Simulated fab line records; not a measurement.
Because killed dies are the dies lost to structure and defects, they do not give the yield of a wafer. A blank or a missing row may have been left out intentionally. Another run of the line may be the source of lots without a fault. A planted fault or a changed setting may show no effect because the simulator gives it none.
Chamber matching -- flow gf180mcu -- rie_diel-04 running GF_HV_LDD_ETCHBACK_58: 4 sister chambers
The step etches Si3N4 in CH3F/O2, stops on SiO2, time 100 s, target depth 90 nm. 7 wafers are shown with their chamber, then 7 later ones without.

EACH WAFER AND ITS CHAMBER
wafer,chamber,drypump_motor_current_A (A),throttle_valve_pct (%)
L216.1,3,5.39,10.567
L218.6,1,5.75,10.566
L224.5,2,5.37,10.576
L224.6,1,5.79,10.549
L230.6,2,5.36,10.553
L231.1,0,6.02,10.571
L231.4,0,6.01,10.548

WAFERS WITHOUT THEIR CHAMBER
wafer,drypump_motor_current_A (A),throttle_valve_pct (%)
L231.5,5.38,10.569
L232.4,6.00,10.561
L232.5,5.41,10.563
L232.6,5.36,10.562
L235.1,5.37,10.553
L235.5,5.77,10.566
L235.6,5.38,10.549

WHICH CHAMBER EACH ONE RAN IN
wafer,from the rows above,in truth
L231.5,can't be placed: 3 or 2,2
L232.4,0,0
L232.5,can't be placed: 3 or 2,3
L232.6,can't be placed: 2 or 3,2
L235.1,can't be placed: 2 or 3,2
L235.5,1,1
L235.6,can't be placed: 3 or 2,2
Correct placement for 2 of the 7. Can't be placed from these rows: 5 (the true chamber is among the candidates in 5). Wrongly placed: 0.
How it was worked out, from the rows above alone: a wafer's distance from a chamber is the root of the sum, over the readings, of the square of ((its reading less the chamber's mean) divided by the reading's scatter). If the next closest chamber is less than 2 further off than the closest, the wafer can't be placed; otherwise it belongs to the closest. For every chamber, the mean is computed from those of its wafers that are shown. The scatter: the root of (the sum of the squares of (reading less its chamber's mean) over the shown wafers, divided by (wafers less chambers)).
